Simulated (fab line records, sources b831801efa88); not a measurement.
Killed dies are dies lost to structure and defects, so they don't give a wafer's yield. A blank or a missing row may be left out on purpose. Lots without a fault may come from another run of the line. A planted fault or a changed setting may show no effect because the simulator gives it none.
Chamber matching | flow gf180mcu | GF_V4_CMP_26 on cmp-01: 4 sister chambers
The step polishes, stops on SiO2, t overpolish 15 s, target thk 0 nm. 4 wafers are shown with their chamber, then 11 later ones without.

WAFERS WITH THEIR CHAMBER
wafer  | chamber | motor_current_A (A)
L092.5 | 1       | 10.5
L091.2 | 2       | 10.3
L091.3 | 3       | 11.1
L094.2 | 0       | 12.1

WAFERS WITHOUT THEIR CHAMBER
wafer  | motor_current_A (A)
L094.4 | 11.3
L094.6 | 12.3
L095.3 | 10.0
L095.4 | 10.3
L095.5 | 11.2
L096.4 | 11.7
L096.5 | 11.0
L096.6 | 10.2
L097.2 | 12.0
L097.3 | 10.3
L097.5 | 12.2

WHICH CHAMBER EACH WENT THROUGH
wafer  | from the rows above     | in truth
L094.4 | 3                       | 3
L094.6 | 0                       | 0
L095.3 | can't be placed: 2 or 1 | 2
L095.4 | can't be placed: 2 or 1 | 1
L095.5 | 3                       | 3
L096.4 | can't be placed: 0 or 3 | 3
L096.5 | 3                       | 3
L096.6 | can't be placed: 2 or 1 | 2
L097.2 | 0                       | 0
L097.3 | can't be placed: 2 or 1 | 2
L097.5 | 0                       | 0
Placed correctly: 6 of 11. Can't be placed from these rows: 5 (the true chamber is among the candidates in 5). Placed wrongly: 0.
How it was worked out, from the rows above alone: a wafer's distance from a chamber is the root of the sum, over the readings, of the square of ((its reading less the chamber's mean) divided by the reading's scatter). The wafer belongs to the nearest chamber; if the next one is less than 2 further off, it can't be placed. A chamber's mean is the mean of its shown wafers. The scatter: with one shown wafer a chamber, the root of the mean of the squares of how far each hidden wafer lies from its nearest shown one.
